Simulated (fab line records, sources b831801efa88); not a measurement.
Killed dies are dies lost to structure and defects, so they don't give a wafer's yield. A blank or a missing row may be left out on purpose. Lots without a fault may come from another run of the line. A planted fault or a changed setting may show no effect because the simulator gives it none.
Which tool did it? | flow gf180mcu | 14 lots, 42 wafers sampled, at 5 steps of a route of 602

WHAT THE GAUGES READ, wafer by wafer
GF_STI_THK_MEAS_22.
lot  | measured    | on            | STI_OXIDATION_01_THK (nm)
L878 | day 2 04:00 | film_metro-02 | 15.07 15.00 14.89
L879 | day 2 07:59 | film_metro-02 | 14.86 14.77 14.48
L880 | day 2 14:04 | film_metro-02 | 14.94 15.26 15.01
L887 | day 4 05:07 | film_metro-01 | 15.23 15.61 15.30
L888 | day 4 07:09 | film_metro-02 | 15.01 14.97 14.97
L891 | day 4 22:28 | film_metro-04 | 15.18 15.12 15.10
L892 | day 5 03:35 | film_metro-01 | 15.13 14.79 14.77
L893 | day 5 08:14 | film_metro-04 | 14.83 15.10 15.19
L895 | day 5 19:17 | film_metro-02 | 15.47 15.39 15.32
L896 | day 6 00:26 | film_metro-04 | 14.39 14.75 14.70
L897 | day 6 05:06 | film_metro-04 | 14.78 15.02 15.16
L898 | day 6 10:41 | film_metro-01 | 15.06 15.02 15.32
L900 | day 6 20:37 | film_metro-04 | 14.60 14.72 14.81
L901 | day 7 04:54 | film_metro-02 | 15.00 15.03 14.75

GF_DNWELL_TW_MEAS_09.
lot  | measured    | on            | DNWELL_TW
L878 | day 2 18:42 | film_metro-02 | 1370 1358 1358
L879 | day 2 23:44 | film_metro-04 | 1356 1362 1358
L880 | day 3 05:37 | film_metro-04 | 1361 1357 1356
L887 | day 4 22:34 | film_metro-04 | 1360 1310 1365
L888 | day 5 00:05 | film_metro-04 | 1347 1303 1341
L891 | day 5 16:40 | film_metro-03 | 1366 1373 1367
L892 | day 5 21:01 | film_metro-03 | 1358 1359 1352
L893 | day 6 02:02 | film_metro-02 | 1373 1367 1367
L895 | day 6 13:17 | film_metro-04 | 1356 1364 1359
L896 | day 6 18:02 | film_metro-02 | 1359 1370 1358
L897 | day 7 00:53 | film_metro-04 | 1363 1358 1364
L898 | day 7 06:23 | film_metro-02 | 1361 1360 1358
L900 | day 7 14:28 | film_metro-04 | 1359 1352 1354
L901 | day 8 00:13 | film_metro-04 | 1349 1349 1345

GF_HV_LDD_TW_MEAS_38.
lot  | measured     | on            | HV_LDD_3_TW
L878 | day 11 15:15 | film_metro-01 | 1459 1465 1463
L879 | day 11 20:14 | film_metro-02 | 1439 1435 1442
L880 | day 12 04:04 | film_metro-02 | 1441 1438 1435
L887 | day 14 17:50 | film_metro-02 | 1436 1428 1436
L888 | day 14 20:40 | film_metro-02 | 1431 1432 1434
L891 | day 15 21:04 | film_metro-01 | 1467 1462 1468
L892 | day 16 04:43 | film_metro-03 | 1451 1450 1450
L893 | day 16 14:38 | film_metro-02 | 1438 1440 1435
L895 | day 17 03:23 | film_metro-01 | 1443 1436 1440
L896 | day 17 10:55 | film_metro-01 | 1440 1439 1438
L897 | day 17 20:02 | film_metro-02 | 1444 1439 1441
L898 | day 18 03:16 | film_metro-02 | 1432 1436 1435
L900 | day 18 16:55 | film_metro-02 | 1432 1435 1434
L901 | day 19 07:40 | film_metro-01 | 1442 1444 1437

GF_NSD_OVL_MEAS_08.
lot  | measured     | on         | NSD_OVL (nm)
L878 | day 13 11:06 | overlay-02 | -1.3 -1.7 -2.1
L879 | day 13 15:22 | overlay-01 | -0.7 -2.4 -1.9
L880 | day 13 23:28 | overlay-01 | -0.8 1.4 -0.5
L887 | day 16 17:32 | overlay-02 | -1.3 0.2 -0.6
L888 | day 16 20:14 | overlay-01 | -0.4 -2.0 -0.6
L891 | day 17 21:23 | overlay-02 | 0.8 -0.3 -1.5
L892 | day 18 06:22 | overlay-02 | 0.2 0.6 -0.5
L893 | day 18 15:02 | overlay-01 | 0.0 -0.3 0.6
L895 | day 19 06:01 | overlay-01 | 0.1 -0.4 -0.3
L896 | day 19 13:49 | overlay-02 | 0.0 0.8 0.3
L897 | day 19 22:47 | overlay-01 | -2.0 -0.2 -1.7
L898 | day 20 05:20 | overlay-02 | 2.9 1.0 -0.7
L900 | day 20 21:00 | overlay-01 | -1.0 -0.6 -1.9
L901 | day 21 10:55 | overlay-01 | -1.8 -1.8 -2.3

WHICH TOOL RAN EACH LOT (tool, then ch and the chambers of the sampled wafers, then the start)
lot  | GF_DNWELL_IMPLANT_07
L878 | implanter-01 ch 0, day 2 18:27
L879 | implanter-01 ch 0, day 2 23:31
L880 | implanter-04 ch 0, day 3 05:22
L887 | implanter-04 ch 0, day 4 22:22
L888 | implanter-04 ch 0, day 4 23:50
L891 | implanter-02 ch 0, day 5 16:25
L892 | implanter-01 ch 0, day 5 20:48
L893 | implanter-01 ch 0, day 6 01:48
L895 | implanter-02 ch 0, day 6 13:04
L896 | implanter-02 ch 0, day 6 17:47
L897 | implanter-02 ch 0, day 7 00:40
L898 | implanter-02 ch 0, day 7 06:10
L900 | implanter-01 ch 0, day 7 14:13
L901 | implanter-01 ch 0, day 7 23:58
- GF_DNWELL_IMPLANT_07

WHAT THE TOOLS THEMSELVES READ (means of the sampled wafers that have a number; where no wafer has one, the mark that the record gives instead)
GF_DNWELL_IMPLANT_07.
lot  | tool         | dose_ions_cm2
L878 | implanter-01 | 9.993e+12
L879 | implanter-01 | 9.996e+12
L880 | implanter-04 | 9.999e+12
L887 | implanter-04 | 9.991e+12
L888 | implanter-04 | 9.998e+12
L891 | implanter-02 | 9.991e+12
L892 | implanter-01 | 9.991e+12
L893 | implanter-01 | 1.000e+13
L895 | implanter-02 | 1.001e+13
L896 | implanter-02 | 1.001e+13
L897 | implanter-02 | 9.983e+12
L898 | implanter-02 | 9.996e+12
L900 | implanter-01 | 1.000e+13
L901 | implanter-01 | 1.000e+13

THE ANSWER, worked out from the rows above alone
Rule: what is usual is taken from the lots themselves. Put in order of their means at a reading, lots are off if they are a third of the lots or fewer, leave a main group of 4 or more, and stand apart from it by a gap of 3 or more times the standard deviation of the main group's means; of several such gaps the widest counts. A main group whose means are all the same, to the digits that the tables above print for the reading, isn't used. A lot without any number at a reading at which 4 lots or more have one is off too. The other lots that the step has rows for count as sound. The gauges are gone through in route order, then the tools' own readings, and for those a lot's mean is taken as printed above. The first step at which some lot is off is used, and at that step the reading that is off furthest; a lot without a number counts as furthest.
No lot is off at any reading shown: from this, nothing can be told.

WHAT THE SIMULATOR HAD PUT IN
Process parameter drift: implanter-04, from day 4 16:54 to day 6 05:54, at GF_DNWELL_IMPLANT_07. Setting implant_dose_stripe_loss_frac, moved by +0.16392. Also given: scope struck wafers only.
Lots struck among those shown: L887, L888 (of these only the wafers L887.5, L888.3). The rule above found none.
